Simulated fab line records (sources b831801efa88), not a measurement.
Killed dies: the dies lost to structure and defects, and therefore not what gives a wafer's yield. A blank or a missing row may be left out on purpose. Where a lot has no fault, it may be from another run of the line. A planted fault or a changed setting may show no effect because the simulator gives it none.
Which of the tools did it? | flow gf180mcu | 10 lots, 30 wafers sampled, at 6 steps of a route of 602

WHAT THE GAUGES SHOWED, per wafer
GF_MIM_RS_MEAS_10: a four-point-probe measurement. Usual: for MIM_ALCU_RS the level is 0.1597 ohm/sq and the standard deviation is 0.0018.
lot  | measured     | on            | MIM_ALCU_RS (ohm/sq) | flag
L165 | day 24 18:13 | film_metro-03 | 0.1603 0.1625 0.1607 |
L166 | day 25 00:46 | film_metro-03 | 0.1615 0.1610 0.1614 |
L167 | day 25 11:28 | film_metro-03 | 0.1621 0.1601 0.1603 |
L168 | day 25 21:35 | film_metro-01 | 0.1590 0.1571 0.1609 |
L171 | day 26 10:34 | film_metro-02 | 0.1556 0.1560 0.1561 |
L174 | day 27 18:29 | film_metro-01 | 0.1614 0.1523 0.1621 |
L175 | day 28 01:53 | film_metro-01 | 0.1605 0.1592 0.1566 |
L177 | day 28 13:52 | film_metro-01 | 0.1547 0.1529 0.1601 |
L183 | day 30 10:08 | film_metro-02 | 0.1606 0.1616 0.1597 |
L186 | day 31 07:25 | film_metro-01 | 0.1595 0.1628 0.1594 |

GF_MIM_THK_MEAS_11: measures by xrf. Usual: for MIM_ALCU_THK the level is 202.5 nm and the standard deviation is 2.3.
lot  | measured     | on            | MIM_ALCU_THK (nm) | flag
L165 | day 24 18:19 | film_metro-03 | 202.4 199.5 201.6 |
L166 | day 25 00:52 | film_metro-03 | 201.5 201.8 201.0 |
L167 | day 25 11:34 | film_metro-03 | 200.2 201.8 202.5 |
L168 | day 25 21:43 | film_metro-01 | 204.4 206.7 200.0 |
L171 | day 26 10:41 | film_metro-02 | 205.3 204.7 204.6 |
L174 | day 27 18:37 | film_metro-01 | 201.3 214.3 199.9 |
L175 | day 28 02:00 | film_metro-01 | 202.2 203.2 207.5 |
L177 | day 28 13:58 | film_metro-01 | 209.8 210.3 202.0 |
L183 | day 30 10:14 | film_metro-02 | 199.8 199.9 201.6 |
L186 | day 31 07:32 | film_metro-01 | 204.5 199.6 203.6 |

WHICH TOOL RAN EACH LOT (tool, then ch and the chambers of the sampled wafers, then the start)
lot  | GF_V4_CMP_26                  | GF_MIM_SPUTTER_03            | GF_MIM_SPUTTER_08            | GF_MIM_SPUTTER_09
L165 | cmp-02 ch 2,3, day 24 17:28   | pvd_sputter-01, day 24 17:55 | pvd_sputter-02, day 24 18:07 | pvd_sputter-02, day 24 18:08
L166 | cmp-02 ch 0,3, day 25 00:02   | pvd_sputter-01, day 25 00:29 | pvd_sputter-02, day 25 00:41 | pvd_sputter-02, day 25 00:43
L167 | cmp-01 ch 0,1, day 25 10:41   | pvd_sputter-02, day 25 11:11 | pvd_sputter-01, day 25 11:23 | pvd_sputter-01, day 25 11:24
L168 | cmp-02 ch 0,1,3, day 25 20:53 | pvd_sputter-04, day 25 21:20 | pvd_sputter-01, day 25 21:32 | pvd_sputter-01, day 25 21:34
L171 | cmp-01 ch 2,3, day 26 09:52   | pvd_sputter-02, day 26 10:17 | pvd_sputter-04, day 26 10:30 | pvd_sputter-04, day 26 10:31
L174 | cmp-02 ch 0,1,2, day 27 17:47 | pvd_sputter-04, day 27 18:14 | pvd_sputter-02, day 27 18:26 | pvd_sputter-02, day 27 18:28
L175 | cmp-01 ch 1,3, day 28 01:13   | pvd_sputter-04, day 28 01:38 | pvd_sputter-01, day 28 01:50 | pvd_sputter-01, day 28 01:51
L177 | cmp-01 ch 1,2,3, day 28 13:14 | pvd_sputter-04, day 28 13:33 | pvd_sputter-02, day 28 13:46 | pvd_sputter-02, day 28 13:47
L183 | cmp-02 ch 1,2, day 30 09:23   | pvd_sputter-01, day 30 09:50 | pvd_sputter-04, day 30 10:02 | pvd_sputter-04, day 30 10:04
L186 | cmp-01 ch 1,2, day 31 06:42   | pvd_sputter-02, day 31 07:10 | pvd_sputter-04, day 31 07:22 | pvd_sputter-04, day 31 07:23
- GF_V4_CMP_26: polishes, stops on SiO2, t overpolish 15 s, target thk 0 nm.
- GF_MIM_SPUTTER_03: material Ti, target thk 10 nm, time 6.7 s.
- GF_MIM_SPUTTER_08: material AlCu, target thk 200 nm, time 10.6 s.
- GF_MIM_SPUTTER_09: material TiN, target thk 35 nm, time 29.2 s.

WHAT THE TOOLS THEMSELVES READ (means of the sampled wafers that have a number; where no wafer has one, the mark that the record gives instead)
GF_V4_CMP_26. Usual: motor_current_A 11.3 A, standard deviation 1.8; overpolish_run_s 15.001 s, standard deviation 0.0089; time_to_endpoint_s 84 s, standard deviation 4.1.
lot  | tool   | motor_current_A (A) | overpolish_run_s (s) | time_to_endpoint_s (s) | flag
L165 | cmp-02 | 11.5                | 14.992               | 80                     |
L166 | cmp-02 | 10.4                | 15.005               | 84                     |
L167 | cmp-01 | 13.0                | 15.000               | 88                     |
L168 | cmp-02 | 9.7                 | 14.992               | 83                     |
L171 | cmp-01 | 11.7                | 15.000               | 83                     |
L174 | cmp-02 | 10.4                | 14.995               | 85                     |
L175 | cmp-01 | 12.6                | 15.004               | 79                     |
L177 | cmp-01 | 12.1                | 15.008               | 85                     |
L183 | cmp-02 | 11.1                | 15.013               | 88                     |
L186 | cmp-01 | 11.2                | 15.001               | 88                     |

GF_MIM_SPUTTER_03. Usual: cathode_dc_power_W 3000.0 W, standard deviation 0.59; throttle_valve_pct 30.0 %, standard deviation 0.92.
lot  | tool           | cathode_dc_power_W (W) | throttle_valve_pct (%) | flag
L165 | pvd_sputter-01 | 3000.8                 | 30.1                   |
L166 | pvd_sputter-01 | 3000.2                 | 31.1                   |
L167 | pvd_sputter-02 | 3000.1                 | 30.1                   |
L168 | pvd_sputter-04 | 3000.2                 | 29.9                   |
L171 | pvd_sputter-02 | 2999.4                 | 29.1                   |
L174 | pvd_sputter-04 | 2999.9                 | 29.9                   |
L175 | pvd_sputter-04 | 2999.4                 | 29.8                   |
L177 | pvd_sputter-04 | 3000.0                 | 29.8                   |
L183 | pvd_sputter-01 | 3000.1                 | 31.3                   |
L186 | pvd_sputter-02 | 3000.0                 | 29.4                   |

GF_MIM_SPUTTER_08. Usual: cathode_dc_power_W 10600 W, standard deviation 1.9; throttle_valve_pct 29.9 %, standard deviation 0.93.
lot  | tool           | cathode_dc_power_W (W) | throttle_valve_pct (%) | flag
L165 | pvd_sputter-02 | 10600                  | 29.3                   |
L166 | pvd_sputter-02 | 10599                  | 28.8                   |
L167 | pvd_sputter-01 | 10600                  | 30.1                   |
L168 | pvd_sputter-01 | 10599                  | 30.6                   |
L171 | pvd_sputter-04 | 10600                  | 30.0                   |
L174 | pvd_sputter-02 | 10601                  | 29.1                   |
L175 | pvd_sputter-01 | 10600                  | 30.4                   |
L177 | pvd_sputter-02 | 10599                  | 29.6                   |
L183 | pvd_sputter-04 | 10599                  | 30.2                   |
L186 | pvd_sputter-04 | 10599                  | 30.0                   |

GF_MIM_SPUTTER_09. Usual: cathode_dc_power_W 6500.0 W, standard deviation 1.2; throttle_valve_pct 29.9 %, standard deviation 0.92.
lot  | tool           | cathode_dc_power_W (W) | throttle_valve_pct (%) | flag
L165 | pvd_sputter-02 | 6500.5                 | 29.3                   |
L166 | pvd_sputter-02 | 6499.8                 | 28.6                   |
L167 | pvd_sputter-01 | 6499.6                 | 30.0                   |
L168 | pvd_sputter-01 | 6501.5                 | 30.5                   |
L171 | pvd_sputter-04 | 6499.8                 | 29.9                   |
L174 | pvd_sputter-02 | 6499.2                 | 29.2                   |
L175 | pvd_sputter-01 | 6499.0                 | 30.6                   |
L177 | pvd_sputter-02 | 6499.7                 | 29.5                   |
L183 | pvd_sputter-04 | 6499.9                 | 30.1                   |
L186 | pvd_sputter-04 | 6500.6                 | 30.3                   |

THE ANSWER, worked out from the rows above alone
Rule: take the mean of a lot's wafers that have a number; if it is more than 3 standard deviations from the usual mean, the lot is off. Also off: a lot with no number at a reading for which 4 or more lots have one. All remaining lots with rows at the step are treated as sound. The gauges are gone through in route order, then the tools' own readings, and for those a lot's mean is taken as printed above. The first step at which some lot is off is used, and at that step the reading that is off furthest; a lot without a number counts as furthest.
None of the lots is off at any reading shown; this tells nothing.

WHAT THE SIMULATOR HAD INSERTED
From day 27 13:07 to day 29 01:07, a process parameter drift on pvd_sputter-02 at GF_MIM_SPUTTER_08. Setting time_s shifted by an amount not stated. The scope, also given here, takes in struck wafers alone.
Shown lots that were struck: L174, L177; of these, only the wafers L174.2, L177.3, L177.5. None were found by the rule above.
